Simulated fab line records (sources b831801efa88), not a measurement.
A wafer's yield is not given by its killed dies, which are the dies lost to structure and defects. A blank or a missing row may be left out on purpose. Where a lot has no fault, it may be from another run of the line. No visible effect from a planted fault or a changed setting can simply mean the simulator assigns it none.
What tool caused it? + flow sfq line + route of 325 steps, sampled at 1 step: 14 lots, 42 wafers

== WHAT EACH GAUGE READ, for each wafer ==
SFQ_I3_BOW_MEAS_922.
| lot  | measured     | on            | I3_BOW (um) |
|------|--------------|---------------|-------------|
| L473 | day 35 03:01 | film metro-01 | 15 13 13    |
| L474 | day 35 18:01 | film metro-01 | -6 5 2      |
| L476 | day 41 06:44 | film metro-01 | -1 4 4      |
| L477 | day 41 15:46 | film metro-04 | 5 -1 8      |
| L478 | day 42 00:43 | film metro-04 | -9 -4 1     |
| L485 | day 49 23:41 | film metro-02 | -8 6 -7     |
| L486 | day 50 04:52 | film metro-04 | 4 1 -1      |
| L487 | day 50 09:43 | film metro-02 | 2 -1 -13    |
| L491 | day 50 22:34 | film metro-01 | -7 -7 -14   |
| L492 | day 51 01:36 | film metro-04 | 1 8 8       |
| L493 | day 51 04:34 | film metro-01 | 13 25 8     |
| L494 | day 51 10:32 | film metro-02 | 0 10 7      |
| L495 | day 51 11:34 | film metro-04 | -2 3 5      |
| L496 | day 51 13:32 | film metro-01 | 3 10 2      |

== WHICH TOOL RAN EACH LOT (tool, then ch and the chambers of the sampled wafers, then the start) ==
The record shows no process step preceding these readings.

== WHAT THE TOOLS THEMSELVES READ (means of the sampled wafers that have a number; where no wafer has one, the mark that the record gives instead) ==
The record holds no such reading with a usual standard deviation.

== THE ANSWER, worked out from the rows above alone ==
Rule: the usual values come from the lots themselves. Put in order of their means at a reading, lots are off if they are a third of the lots or fewer, leave a main group of 4 or more, and stand apart from it by a gap of 3 or more times the standard deviation of the main group's means; of several such gaps the widest counts. The tables above print the reading to a certain number of digits; a main group whose means all agree to those digits is not used. A lot without any number at a reading at which 4 lots or more have one is off too. Where the step has rows for the other lots, those lots are counted as sound. The gauges are gone through in route order, then the tools' own readings, and for those a lot's mean is taken as printed above. The first step at which some lot is off is used, and at that step the reading that is off furthest; a lot without a number counts as furthest.
No lot is off at any reading shown: from this, nothing can be told.

== WHAT THE SIMULATOR HAD PUT IN ==
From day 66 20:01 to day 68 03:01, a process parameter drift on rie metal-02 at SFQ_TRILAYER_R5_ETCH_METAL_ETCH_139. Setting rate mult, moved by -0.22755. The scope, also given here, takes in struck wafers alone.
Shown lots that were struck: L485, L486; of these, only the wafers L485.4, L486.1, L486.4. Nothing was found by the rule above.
